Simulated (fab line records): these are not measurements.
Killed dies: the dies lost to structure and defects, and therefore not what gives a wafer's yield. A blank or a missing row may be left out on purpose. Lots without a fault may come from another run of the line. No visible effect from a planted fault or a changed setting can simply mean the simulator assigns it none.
fab line records | flow gf180mcu
[record] lots = 15 | wafers = 45 | last-day = 34
route steps=602 shown STI@3 VT_IMPLANT@97
lots that met no fault: taken from a fault-free run of the same line
start-h: hours from the record's opening day to when the first of the lot's shown wafers began | wait-h: how many hours have passed since the lot's step before this one | " unchanged from the row above | L1.1+2: a single row standing in for several wafers | - no value, or no start given | * or withheld: withheld | < > ~ a bound
route shown NAME@n: a module of which the file shows steps, and the number in the route of the first | usual: mean and standard deviation over wafers with no fault | same: alike in all rows | chamber/n: place in a boat | sites: the reading at each site | _std_site: the standard deviation of these | _edge_site: the outer-site mean with the inner-site mean subtracted | radius-mm: how far each site lies from the wafer's centre | mask NAME#n: copy n | behind: the tool/chamber that last shaped the wafer | hold: what put the lot on hold/how long, in hours/how the hold closed | device: names the non-switching transistor (n, p or np) | end of line: tests of these same wafers at the route's end | for a step that has no rows: nothing shown but its recipe | killed: at the first sort, the dies lost to defects and structure; wafer yield is something else | map: the dies of a wafer, with x for killed, . for not killed, _ for no die there
set.NAME: setting as actually run; set.NAME@STEP: the setting as run at that earlier step | model.NAME: the simulator's own value behind a step, which no gauge read
one table for each step of the route and one row for each wafer, over a sample of lots
services: when a tool's chamber went out of use (start-h, in hours from the record's first day, below 0 if earlier), for how many hours, and the reason
[[steps]]
[step GF_STI_THK_MEAS_02]
[recipe] reads = SiO2_of_STI_OXIDATION_01
[usual] STI_OXIDATION_THK = 10.08/0.23
lot.wafer | tool          | chamber | start-h | wait-h | STI_OXIDATION_THK[nm]
L745.2    | film-metro-04 | -       | 11.52   | 0.0    | 10.17
L745.3    | "             | -       | "       | "      | 10.28
L745.4    | "             | -       | "       | "      | 10.19
L747.3    | film-metro-04 | -       | 21.53   | 0.0    | 10.38
L747.5    | "             | -       | "       | "      | 10.59
L747.6    | "             | -       | "       | "      | 10.46
L748.1    | film-metro-04 | -       | 26.51   | 0.0    | 9.86
L748.2    | "             | -       | "       | "      | 9.74
L748.3    | "             | -       | "       | "      | 9.81
L750.1    | film-metro-02 | -       | 37.74   | 0.0    | 9.97
L750.3    | "             | -       | "       | "      | 9.90
L750.6    | "             | -       | "       | "      | 9.75
L752.3    | film-metro-03 | -       | 47.04   | 0.0    | 10.29
L752.4    | "             | -       | "       | "      | 10.20
L752.5    | "             | -       | "       | "      | 10.00
L753.1    | film-metro-02 | -       | 52.55   | 0.0    | 10.09
L753.3    | "             | -       | "       | "      | 10.17
L753.5    | "             | -       | "       | "      | 10.20
L754.3    | film-metro-03 | -       | 56.97   | 0.0    | 10.37
L754.4    | "             | -       | "       | "      | 10.23
L754.5    | "             | -       | "       | "      | 10.32
L756.1    | film-metro-02 | -       | 66.51   | 0.0    | 10.16
L756.2    | "             | -       | "       | "      | 10.23
L756.4    | "             | -       | "       | "      | 10.23
L757.2    | film-metro-03 | -       | 71.76   | 0.0    | 10.19
L757.5    | "             | -       | "       | "      | 10.01
L757.6    | "             | -       | "       | "      | 10.01
L758.1    | film-metro-03 | -       | 76.51   | 0.0    | 10.17
L758.2    | "             | -       | "       | "      | 10.06
L758.4    | "             | -       | "       | "      | 10.27
L760.2    | film-metro-03 | -       | 86.52   | 0.0    | 9.92
L760.4    | "             | -       | "       | "      | 9.81
L760.6    | "             | -       | "       | "      | 9.79
L765.1    | film-metro-04 | -       | 111.51  | 0.0    | 9.89
L765.2    | "             | -       | "       | "      | 9.76
L765.3    | "             | -       | "       | "      | 9.83
L766.1    | film-metro-03 | -       | 117.61  | 0.0    | 10.20
L766.3    | "             | -       | "       | "      | 10.16
L766.5    | "             | -       | "       | "      | 10.31
L767.2    | film-metro-04 | -       | 121.52  | 0.0    | 9.86
L767.3    | "             | -       | "       | "      | 10.03
L767.4    | "             | -       | "       | "      | 9.86
L768.2    | film-metro-02 | -       | 126.52  | 0.0    | 9.80
L768.3    | "             | -       | "       | "      | 9.55
L768.4    | "             | -       | "       | "      | 9.69
[step GF_STI_OXIDATION_21]
[recipe] temp-c = 1000 | ambient = O2 | stabilise-s = 600 | purge-s = 300 | target-thk-a = 150 | ox-time-s = 458
[usual] ox-temp-c = 1000.1/0.39 | ox-temp-c-max = 1004.8/0.97 | zone-power-centre-pct = 24/3.3 | zone-power-lower-pct = 24.3/0.46
lot.wafer | tool       | chamber | start-h | wait-h | ox-temp-c | ox-temp-c-max | zone-power-centre-pct | zone-power-lower-pct
L745.2    | furnace-01 | 0       | 26.51   | 0.4    | 1000.1    | 1003.8        | 21                    | 23.6
L745.3    | "          | 0       | "       | "      | 1000.1    | 1004.5        | 21                    | 24.4
L745.4    | "          | 0       | "       | "      | 999.8     | 1004.9        | 21                    | 23.6
L747.3    | furnace-02 | 0       | 36.83   | 0.4    | 999.8     | 1007.1        | 28                    | 24.7
L747.5    | "          | 0       | "       | "      | 999.6     | 1004.6        | 28                    | 25.0
L747.6    | "          | 0       | "       | "      | 999.8     | 1004.8        | 28                    | 24.9
L748.1    | furnace-01 | 0       | 42.01   | 0.0    | 1000.5    | 1004.9        | 21                    | 23.4
L748.2    | "          | 0       | "       | "      | 999.7     | 1003.5        | 21                    | 23.8
L748.3    | "          | 0       | "       | "      | 1000.5    | 1004.4        | 21                    | 23.5
L750.1    | furnace-01 | 0       | 52.62   | 0.0    | 1000.2    | 1004.6        | 21                    | 24.2
L750.3    | "          | 0       | "       | "      | 999.9     | 1003.8        | 21                    | 24.2
L750.6    | "          | 0       | "       | "      | 1000.9    | 1006.0        | 21                    | 24.1
L752.3    | furnace-02 | 0       | 63.06   | 0.7    | 1000.1    | 1005.2        | 28                    | 24.7
L752.4    | "          | 0       | "       | "      | 1000.2    | 1007.2        | 28                    | 24.1
L752.5    | "          | 0       | "       | "      | 999.8     | 1004.2        | 27                    | 24.6
L753.1    | furnace-01 | 0       | 69.23   | 0.0    | 1000.5    | 1004.8        | 21                    | 24.0
L753.3    | "          | 0       | "       | "      | 1000.1    | 1005.4        | 21                    | 24.9
L753.5    | "          | 0       | "       | "      | 1000.0    | 1004.6        | 21                    | 24.2
L754.3    | furnace-01 | 0       | 73.59   | 0.0    | 1000.2    | 1004.8        | 21                    | 24.1
L754.4    | "          | 0       | "       | "      | 999.3     | 1002.9        | 21                    | 23.9
L754.5    | "          | 0       | "       | "      | 999.8     | 1004.2        | 21                    | 23.8
L756.1    | furnace-02 | -       | 83.79   | 0.0    | -         | -             | -                     | -
L756.2    | "          | -       | "       | "      | -         | -             | -                     | -
L756.4    | "          | -       | "       | "      | -         | -             | -                     | -
L757.2    | furnace-01 | -       | 88.06   | 0.0    | -         | -             | -                     | -
L757.5    | "          | -       | "       | "      | -         | -             | -                     | -
L757.6    | "          | -       | "       | "      | -         | -             | -                     | -
L758.1    | furnace-01 | -       | 93.53   | 0.0    | -         | -             | -                     | -
L758.2    | "          | -       | "       | "      | -         | -             | -                     | -
L758.4    | "          | -       | "       | "      | -         | -             | -                     | -
L760.2    | furnace-02 | 0       | 103.92  | 0.3    | 999.5     | 1004.8        | 28                    | 24.8
L760.4    | "          | 0       | "       | "      | 999.8     | 1005.2        | 28                    | 24.2
L760.6    | "          | 0       | "       | "      | 999.8     | 1005.1        | 28                    | 24.8
L765.1    | furnace-01 | 0       | 129.51  | 0.6    | 1000.1    | 1004.5        | 21                    | 23.7
L765.2    | "          | 0       | "       | "      | 999.7     | 1003.1        | 21                    | 23.8
L765.3    | "          | 0       | "       | "      | 1000.0    | 1005.1        | 21                    | 23.9
L766.1    | furnace-02 | 0       | 134.86  | 0.0    | 1000.5    | 1006.1        | 28                    | 24.5
L766.3    | "          | 0       | "       | "      | 1000.3    | 1004.3        | 28                    | 24.5
L766.5    | "          | 0       | "       | "      | 1000.2    | 1005.9        | 28                    | 24.6
L767.2    | furnace-02 | 0       | 139.24  | 0.0    | 1000.4    | 1007.5        | 28                    | 24.8
L767.3    | "          | 0       | "       | "      | 1000.4    | 1004.0        | 28                    | 24.7
L767.4    | "          | 0       | "       | "      | 1000.2    | 1006.2        | 28                    | 24.7
L768.2    | furnace-02 | 0       | 145.94  | 1.5    | 1000.6    | 1005.3        | 27                    | 24.9
L768.3    | "          | 0       | "       | "      | 1000.2    | 1005.6        | 27                    | 24.4
L768.4    | "          | 0       | "       | "      | 1000.6    | 1004.9        | 28                    | 24.7
[step GF_VT_IMPLANT_OVL_MEAS_07]
[usual] VT_IMPLANT_OVL = 0.0/1.5
lot.wafer | tool       | chamber | start-h | wait-h | VT_IMPLANT_OVL[nm]
L745.2    | overlay-01 | -       | 112.05  | 0.1    | 2.9
L745.3    | "          | -       | "       | "      | 1.9
L745.4    | "          | -       | "       | "      | 1.2
L747.3    | overlay-01 | -       | 123.71  | 0.1    | -3.4
L747.5    | "          | -       | "       | "      | -3.1
L747.6    | "          | -       | "       | "      | -4.0
L748.1    | overlay-01 | -       | 129.59  | 0.1    | 1.2
L748.2    | "          | -       | "       | "      | 0.4
L748.3    | "          | -       | "       | "      | 1.5
L750.1    | overlay-01 | -       | 143.04  | 0.1    | -2.1
L750.3    | "          | -       | "       | "      | -1.3
L750.6    | "          | -       | "       | "      | -2.0
L752.3    | overlay-02 | -       | 155.66  | 0.1    | -0.5
L752.4    | "          | -       | "       | "      | -0.9
L752.5    | "          | -       | "       | "      | -2.0
L753.1    | overlay-02 | -       | 161.77  | 0.1    | -0.9
L753.3    | "          | -       | "       | "      | 0.5
L753.5    | "          | -       | "       | "      | -2.2
L754.3    | overlay-01 | -       | 167.73  | 0.1    | 1.4
L754.4    | "          | -       | "       | "      | 0.8
L754.5    | "          | -       | "       | "      | 0.0
L760.2    | overlay-02 | -       | 203.53  | 0.1    | 0.8
L760.4    | "          | -       | "       | "      | 2.1
L760.6    | "          | -       | "       | "      | -1.4
L765.1    | overlay-01 | -       | 233.79  | 0.1    | 1.4
L765.2    | "          | -       | "       | "      | 2.7
L765.3    | "          | -       | "       | "      | 2.1
L766.1    | overlay-01 | -       | 239.84  | 0.1    | -0.6
L766.3    | "          | -       | "       | "      | 0.3
L766.5    | "          | -       | "       | "      | -0.5
L767.2    | overlay-02 | -       | 245.10  | 0.1    | 1.1
L767.3    | "          | -       | "       | "      | 0.8
L767.4    | "          | -       | "       | "      | 1.9
L768.2    | overlay-02 | -       | 252.72  | 0.1    | -0.2
L768.3    | "          | -       | "       | "      | -0.2
L768.4    | "          | -       | "       | "      | -0.3
[step GF_VT_IMPLANT_TW_MEAS_10]
[usual] VT_IMPLANT_TW = 567/5.7
lot.wafer | tool          | chamber | start-h | wait-h | VT_IMPLANT_TW
L745.2    | film-metro-04 | -       | 112.34  | 0.1    | 565
L745.3    | "             | -       | "       | "      | 565
L745.4    | "             | -       | "       | "      | 564
L747.3    | film-metro-03 | -       | 124.00  | 0.1    | 561
L747.5    | "             | -       | "       | "      | 560
L747.6    | "             | -       | "       | "      | 561
L748.1    | film-metro-04 | -       | 129.88  | 0.1    | 561
L748.2    | "             | -       | "       | "      | 562
L748.3    | "             | -       | "       | "      | 560
L750.1    | film-metro-03 | -       | 143.36  | 0.1    | 562
L750.3    | "             | -       | "       | "      | 562
L750.6    | "             | -       | "       | "      | 564
L752.3    | film-metro-04 | -       | 155.95  | 0.1    | 563
L752.4    | "             | -       | "       | "      | 564
L752.5    | "             | -       | "       | "      | 566
L753.1    | film-metro-01 | -       | 162.06  | 0.1    | 573
L753.3    | "             | -       | "       | "      | 573
L753.5    | "             | -       | "       | "      | 568
L754.3    | film-metro-03 | -       | 168.03  | 0.1    | 565
L754.4    | "             | -       | "       | "      | 563
L754.5    | "             | -       | "       | "      | 561
L760.2    | film-metro-01 | -       | 203.82  | 0.1    | 578
L760.4    | "             | -       | "       | "      | 576
L760.6    | "             | -       | "       | "      | 574
L765.1    | film-metro-01 | -       | 234.07  | 0.1    | 573
L765.2    | "             | -       | "       | "      | 571
L765.3    | "             | -       | "       | "      | 571
L766.1    | film-metro-01 | -       | 240.12  | 0.1    | 575
L766.3    | "             | -       | "       | "      | 574
L766.5    | "             | -       | "       | "      | 579
L767.2    | film-metro-04 | -       | 245.39  | 0.1    | 565
L767.3    | "             | -       | "       | "      | 563
L767.4    | "             | -       | "       | "      | 563
L768.2    | film-metro-04 | -       | 253.08  | 0.1    | 565
L768.3    | "             | -       | "       | "      | 563
L768.4    | "             | -       | "       | "      | 566
[[services]]
tool       | chamber | start-h | hours | kind
furnace-02 | -       | 59.12   | 2.5   | pm
furnace-02 | -       | 107.89  | 1.4   | pm
furnace-01 | -       | 143.30  | 3.0   | pm
[[key]]
[first-sign] step = GF_STI_OXIDATION_21 | reading = tool-record | direction = missing
effect none on later readings
met-at GF_STI_OXIDATION_21
struck-lots L756,L757,L758
later-rows-left-out L756.1,L756.2,L756.4,L757.2,L757.5,L757.6,L758.1,L758.2,L758.4
sort-left-out L756.1,L756.2,L756.4,L757.2,L757.5,L757.6,L758.1,L758.2,L758.4
tester-left-out L756,L757,L758
not-acting-at GF_STI_THK_MEAS_02,GF_VT_IMPLANT_OVL_MEAS_07,GF_VT_IMPLANT_TW_MEAS_10
onset-between 73.59 83.79
[fault] kind = skipped-step-whole | tool = furnace-01,furnace-02 | chamber = - | onset-h = 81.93 | steps = GF_STI_OXIDATION_21 | scope = struck-lots-only
// tester-left-out: of these lots the tester's yield and bins aren't shown, on N5 and GAA mostly nor the transistor test; their killed dies are dies lost to structure and defects alone, not to doping, threshold or leakage, so they don't give the yield
// sort-left-out: the simulated sort isn't trusted on such a fault, so these wafers' sort isn't shown, and their yield isn't known
// later-rows-left-out: the simulator's readings of these wafers behind a module that went badly wrong aren't trusted and aren't shown, but for the sort
